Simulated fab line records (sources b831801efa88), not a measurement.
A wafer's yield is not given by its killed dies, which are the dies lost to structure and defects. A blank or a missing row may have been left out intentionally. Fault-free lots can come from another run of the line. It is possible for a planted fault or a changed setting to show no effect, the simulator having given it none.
Comparing a struck lot with a sound one ; flow gf180mcu ; 18 steps out of a route of 602
Sound: the wafers L629.1, L629.3, L629.4. Struck: wafer L633.1. (L633.2, L633.5 of the same lot were not struck and are left out.) The cause comes at the end.
Order at every step that has rows: each side's tool, ch and its chambers, its first start. Under that, the readings that differ: sound wafers ; struck wafers ; difference of the means ; sigmas: that difference in standard deviations of wafers without a fault.
alike: words and numbers the same on both sides, and readings whose means are apart by under 2 such deviations; not compared: readings that were withheld, readings missing a value for some wafer, numbers with overlapping values and no deviation given by the record, and bounds like >300 which may hide the same value.
Wherever a step has rows on one side only, a row that says differs or no value, or a row with sigmas, the two part there. Numbers that have no deviation but don't overlap get no sigmas and don't part them. Lack of a reading on every wafer of one side parts them only where that side has two or more wafers.

first, 3 steps without rows for these wafers: GF_V5_EXPOSE_11 (exposes mask Via5, target cd 260 nm); GF_V5_PEB_12 (peb time 90 s); GF_V5_DEVELOP_13 (develop time 60 s).
GF_V5_CD_MEAS_14 targets a cd of 260 nm.
  sound on cd sem-01 at day 30 16:49; struck on cd sem-01 at day 31 06:40
  alike: cd nm
GF_V5_OVL_MEAS_15:
  sound on overlay-01 at day 30 16:56; struck on overlay-02 at day 31 06:47
  alike: V5_OVL
GF_V5_ETCH_16: etches BARC in N2/H2.
  sound on rie diel-01 ch 0,1,3, day 30 16:59; struck on rie diel-01 ch 1, day 31 06:50
  alike: drypump motor current A, oes product au, throttle valve pct
GF_V5_ETCH_17: etches SiO2 in C4F8/O2/Ar, stops on TiN, target depth 855 nm.
  sound on rie diel-01 ch 0,1,3; struck on rie diel-01 ch 1
  alike: oes product au
then, 3 steps without rows for these wafers: GF_V5_STRIP_18 (strips in O2/N2); GF_V5_STRIP_19 (strips in post etch residue remover, time 1200 s); GF_V5_CLEAN_20 (cleans in DIW).
GF_V5_SPUTTER_21: material Ti, target thk 15 nm, time 80.02 s.
  sound on pvd sputter-01 at day 30 17:40; struck on pvd sputter-04 at day 31 07:31
  alike: chamber pressure pa, throttle valve pct
GF_V5_SPUTTER_22: material TiN, target thk 10 nm, time 40 s.
  sound on pvd sputter-01 at day 30 17:44; struck on pvd sputter-04 at day 31 07:35
  alike: chamber pressure pa, throttle valve pct
GF_V5_CVD_23: deposits W, target thk 350 nm, time 104.9 s.
  sound on cvd w-02 ch 0,1, day 30 17:46; struck on cvd w-01 ch 1, day 31 07:37
reading;sound;struck;difference;sigmas
chamber pressure Torr (Torr);39.92 40.04 40.08;20.94;-19.07;-99 or more
model.W_of_V5_CVD_23.thk nm (nm);350.3 349.6 345.5;248;-100;
  alike: heater power w
GF_V5_RS_MEAS_24: the measuring method here is four-point-probe.
  sound on film metro-04 at day 30 17:53; struck on film metro-04 at day 31 08:01
reading;sound;struck;difference;sigmas
V5_W_RS (ohm/sq);0.327 0.327 0.332;0.464;+0.135;+31
  not compared: hold
GF_V5_THK_MEAS_25: measures by xrf.
  sound on film metro-04 at day 30 18:00; struck on film metro-04 at day 31 12:16
reading;sound;struck;difference;sigmas
V5_W_THK (nm);340 338 337;243;-95;-18
  not compared: hold
GF_V5_CMP_26: polishes, stops on SiO2, t overpolish 15 s, target thk 0 nm.
  sound on cmp-01 ch 0,2,3, day 30 18:04; struck on cmp-02 ch 2, day 31 14:41
reading;sound;struck;difference;sigmas
hold;- - -;await dispo/2.3h/release;no value on the sound wafers;
time to endpoint s (s);79 88 79;56;-26;-6
  alike: motor current A
GF_TOP_METAL_SPUTTER_00: material Ti, target thk 37.5 nm, time 150 s.
  sound on pvd sputter-04 at day 30 18:22; struck on pvd sputter-01 at day 31 14:56
reading;sound;struck;difference;sigmas
throttle valve pct (%);30.9 31.7 31.0;29.6;-1.6;-2
  alike: chamber pressure pa
GF_PASSIVATION_PROBE_99:
  rows exist in the record for the struck wafers here (prober-01, day 32 21:21), but not for the sound ones

== WHERE THEY PART ==
At GF_V5_CVD_23 first; at GF_PASSIVATION_PROBE_99 last (within this record only).

WHY: the cause the simulator had injected
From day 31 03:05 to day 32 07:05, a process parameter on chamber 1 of cvd w-01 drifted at GF_V5_CVD_23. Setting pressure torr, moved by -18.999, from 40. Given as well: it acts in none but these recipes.
